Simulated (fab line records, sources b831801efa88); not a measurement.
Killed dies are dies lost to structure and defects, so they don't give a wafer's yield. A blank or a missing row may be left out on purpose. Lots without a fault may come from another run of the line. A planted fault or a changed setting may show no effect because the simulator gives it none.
fab line records | flow gf180mcu
record lots=7 wafers=21 last_day=34
route steps=602 shown VT_IMPLANT@104
lots that met no fault: from a run of the same line without faults
start_h: hours from the record's first day to the start of the lot's first wafer shown | wait_h: hours since the lot's step before | " the same as in the row above | L1.1+2: a row that stands for several wafers | - no value, or no start given | * or withheld: withheld | < > ~ a bound
route shown NAME@n: a module of which the file shows steps, and the number in the route of the first | usual: mean/standard deviation of fault-free wafers | same: alike in all rows | chamber/n: place in a boat | sites: the reading at each site | _std_site: their standard deviation | _edge_site: outer sites' mean less inner sites' | radius_mm: how far each site lies from the wafer's centre | mask NAME#n: copy n | behind: the tool/chamber that last shaped the wafer | hold: why the lot was held/for how many hours/how that ended | device: the transistor (n, p or np) that didn't switch | end of line: the same wafers' tests at the end of the route | a step without rows: its recipe alone | killed: dies lost to structure and defects at the first sort, not the wafer's yield | map: a wafer's dies, x killed, . not, _ none there
set.NAME: the setting as run; set.NAME@STEP: as run at that earlier step | model.NAME: the simulator's own value behind a step, which no gauge read
lots at some steps of the route; a table a step, a row a wafer
services: from which hour (start_h, from the record's first day; less than 0 if before it) a tool's chamber was out of use, for how many hours, and why
## steps
# step GF_VT_IMPLANT_SOFTBAKE_14
# recipe temp_c=90 time_s=60 resist=NOVOLAK
# step GF_VT_IMPLANT_EXPOSE_15
# recipe mask_id=Nwell_LV_AREA target_cd_nm=860 na=0.6 source_shape=conventional sigma_outer=0.6 dose_mj=140
# step GF_VT_IMPLANT_PEB_16
# recipe temp_c=withheld time_s=* resist=NOVOLAK
# step GF_VT_IMPLANT_DEVELOP_17
# recipe develop_time_s=60 dev_temp_c=23
# step GF_VT_IMPLANT_OVL_MEAS_18
# usual VT_IMPLANT_01_OVL=0.9/1.4
# columns lot.wafer tool chamber start_h wait_h VT_IMPLANT_01_OVL[nm]
L546.1 overlay-01 - 124.56 0.1 -1.5
L546.2 " - " " 0.1
L546.6 " - " " -1.6
L553.1 overlay-02 - 169.36 0.1 -0.3
L553.2 " - " " -0.3
L553.5 " - " " 0.7
L555.2 overlay-02 - 181.71 0.1 1.4
L555.4 " - " " 2.6
L555.5 " - " " 2.1
L557.1 overlay-01 - 196.97 0.1 0.3
L557.4 " - " " 1.9
L557.6 " - " " 0.1
L566.1 overlay-01 - 249.72 0.1 0.0
L566.3 " - " " -0.2
L566.6 " - " " 0.8
L567.1 overlay-01 - 256.66 0.1 1.6
L567.2 " - " " 1.5
L567.3 " - " " 1.2
L568.2 overlay-02 - 262.23 0.1 0.9
L568.3 " - " " 0.9
L568.5 " - " " 1.2
# step GF_VT_IMPLANT_IMPLANT_19
# recipe species=As energy_kev=100 dose_cm2=4.35e+12 tilt_deg=7
# step GF_VT_IMPLANT_STRIP_20
# recipe chemistry=O2/N2 power_w=1400 pressure_mtorr=1500 platen_temp_c=250 o2_flow_sccm=3000 n2_flow_sccm=300 overash_fraction=0.5
# usual drypump_motor_current_A=5.6/0.49 heater_power_w=349/45 oes_product_au=0.716/0.0048 platen_temp_c=250.00/0.16 strip_time_to_endpoint_s=12.65/0.031
# columns lot.wafer tool chamber start_h wait_h drypump_motor_current_A heater_power_w oes_product_au platen_temp_c rf_hours_counter_h strip_time_to_endpoint_s
L546.1 plasma_asher-03 1 124.75 0.1 6.1 409 0.702 249.86 47 12.67
L546.2 " 0 " " 5.4 302 0.720 250.19 47 12.67
L546.6 " 1 " " 6.1 424 0.712 249.86 - 12.62
L553.1 plasma_asher-01 1 169.54 0.1 4.8 350 0.721 250.05 54 12.66
L553.2 " 0 " " 5.8 302 0.720 250.06 54 12.64
L553.5 " 0 " " 5.8 295 0.709 249.93 - 12.63
L555.2 plasma_asher-04 0 181.89 0.1 5.4 408 0.718 250.05 7 12.65
L555.4 " 1 " " 6.2 361 0.712 250.06 - 12.66
L555.5 " 0 " " 5.4 416 0.711 249.68 - 12.69
L557.1 plasma_asher-01 1 197.16 0.1 4.8 350 0.714 250.24 57 12.71
L557.4 " 1 " " 4.8 352 0.712 250.19 - 12.70
L557.6 " 1 " " 4.8 343 0.718 250.30 - 12.66
L566.1 plasma_asher-03 0 249.91 0.1 5.5 304 0.718 249.60 60 12.63
L566.3 " 1 " " 6.1 413 0.723 249.96 - 12.64
L566.6 " 0 " " 5.5 298 0.722 250.03 - 12.65
L567.1 plasma_asher-03 0 256.84 0.1 5.5 298 0.720 249.96 61 12.60
L567.2 " 1 " " 6.1 413 0.720 250.21 61 12.62
L567.3 " 0 " " 5.5 293 0.718 249.95 - 12.62
L568.2 plasma_asher-01 0 262.41 0.1 5.8 306 0.720 249.95 63 12.66
L568.3 " 1 " " 4.8 351 0.715 249.93 - 12.68
L568.5 " 0 " " 5.8 298 0.713 249.88 - 12.64
# step GF_VT_IMPLANT_TW_MEAS_21
# usual VT_IMPLANT_2_TW=1219/15
# columns lot.wafer tool chamber start_h wait_h VT_IMPLANT_2_TW
L546.1 film_metro-03 - 124.85 0.1 1226
L546.2 " - " " 1227
L546.6 " - " " 1224
L553.1 film_metro-03 - 169.64 0.1 1231
L553.2 " - " " 1227
L553.5 " - " " 1221
L555.2 film_metro-02 - 182.00 0.1 1199
L555.4 " - " " 1200
L555.5 " - " " 1193
L557.1 film_metro-03 - 197.26 0.1 1222
L557.4 " - " " 1226
L557.6 " - " " 1226
L566.1 film_metro-02 - 250.01 0.1 1196
L566.3 " - " " 1203
L566.6 " - " " 1200
L567.1 film_metro-03 - 256.94 0.1 1222
L567.2 " - " " 1226
L567.3 " - " " 1239
L568.2 film_metro-04 - 262.52 0.1 1234
L568.3 " - " " 1239
L568.5 " - " " 1234
# step GF_VT_IMPLANT_DEHYDRATE_22
# recipe temp_c=200 time_s=60
# step GF_VT_IMPLANT_HMDS_23
# recipe prime_time_s=60 prime_temp_c=120
# step GF_VT_IMPLANT_COAT_24
# recipe resist=NOVOLAK spin_rpm=3000 resist_thk_nm=1000
# step GF_VT_IMPLANT_SOFTBAKE_25
# recipe temp_c=90 time_s=60 resist=NOVOLAK
# step GF_VT_IMPLANT_EXPOSE_26
# recipe mask_id=LVPWELL_HV_AREA target_cd_nm=860 na=0.6 source_shape=conventional sigma_outer=0.6 dose_mj=140
# usual exposure_dose_mJ_cm2=139.99/0.14 focus_offset_nm=-0.1/0.49
# columns lot.wafer tool chamber start_h wait_h mask exposure_dose_mJ_cm2 focus_offset_nm
L546.1 iline_stepper-02 0 133.03 - LVPWELL_HV_AREA#0 140.09 0.5
L546.2 " 0 " " LVPWELL_HV_AREA#0 140.13 0.1
L546.6 " 0 " " LVPWELL_HV_AREA#0 140.24 1.3
L553.1 iline_stepper-02 0 177.11 - LVPWELL_HV_AREA#0 139.97 -0.3
L553.2 " 0 " " LVPWELL_HV_AREA#0 140.15 -0.1
L553.5 " 0 " " LVPWELL_HV_AREA#0 140.07 -0.7
L555.2 iline_stepper-01 0 189.60 - LVPWELL_HV_AREA#0 140.03 -0.4
L555.4 " 0 " " LVPWELL_HV_AREA#0 139.82 0.0
L555.5 " 0 " " LVPWELL_HV_AREA#0 140.21 0.1
L557.1 iline_stepper-02 0 205.71 - LVPWELL_HV_AREA#0 140.15 0.8
L557.4 " 0 " " LVPWELL_HV_AREA#0 140.24 0.3
L557.6 " 0 " " LVPWELL_HV_AREA#0 139.98 0.5
L566.1 iline_stepper-02 - 259.28 - LVPWELL_HV_AREA#0 - -
L566.3 " - " " LVPWELL_HV_AREA#0 - -
L566.6 " - " " LVPWELL_HV_AREA#0 - -
L567.1 iline_stepper-01 - 266.44 - LVPWELL_HV_AREA#0 - -
L567.2 " - " " LVPWELL_HV_AREA#0 - -
L567.3 " - " " LVPWELL_HV_AREA#0 - -
L568.2 iline_stepper-02 - 272.22 - LVPWELL_HV_AREA#0 - -
L568.3 " - " " LVPWELL_HV_AREA#0 - -
L568.5 " - " " LVPWELL_HV_AREA#0 - -
# step GF_VT_IMPLANT_PEB_27
# recipe temp_c=withheld time_s=* resist=NOVOLAK
## services
# columns tool chamber start_h hours kind
iline_stepper-01 - 104.95 0.8 pm
plasma_asher-04 - 108.75 9.0 pm
plasma_asher-04 0 108.75 9.0 vent_cycle
plasma_asher-04 1 108.75 9.0 vent_cycle
plasma_asher-04 0 117.75 - clean
plasma_asher-04 1 117.75 - clean
iline_stepper-01 - 137.17 4.4 pm
plasma_asher-03 - 139.99 6.5 repair
iline_stepper-02 - 141.65 2.1 pm
iline_stepper-02 - 143.73 - consumable_replace:lamp
plasma_asher-01 - 178.67 3.3 pm
plasma_asher-03 - 181.07 2.8 pm
iline_stepper-02 0 191.53 - calibration
plasma_asher-04 - 205.85 3.9 repair
iline_stepper-02 - 232.75 1.7 pm
iline_stepper-01 0 255.06 - calibration
iline_stepper-01 - 266.55 1.7 pm
## key
first_sign step=GF_VT_IMPLANT_EXPOSE_26 reading=tool_record direction=missing
effect none on later readings
met_at GF_VT_IMPLANT_EXPOSE_26
struck_wafers L566.1,L566.3,L566.6,L567.1,L567.2,L567.3,L568.2,L568.3,L568.5
later_rows_left_out L566.1,L566.3,L566.6,L567.1,L567.2,L567.3,L568.2,L568.3,L568.5
sort_left_out L566.1,L566.3,L566.6,L567.1,L567.2,L567.3,L568.2,L568.3,L568.5
tester_left_out L566,L567,L568
onset_between 205.71 259.28
fault kind=skipped_step_whole tool=iline_stepper-01,iline_stepper-02 chamber=- onset_h=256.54 steps=GF_VT_IMPLANT_EXPOSE_26 scope=struck_lots_only
# tester_left_out: of these lots the tester's yield and bins aren't shown, on N5 and GAA mostly nor the transistor test; their killed dies are dies lost to structure and defects alone, not to doping, threshold or leakage, so they don't give the yield
# sort_left_out: the simulated sort isn't trusted on such a fault, so these wafers' sort isn't shown, and their yield isn't known
# later_rows_left_out: the simulator's readings of these wafers behind a module that went badly wrong aren't trusted and aren't shown, but for the sort
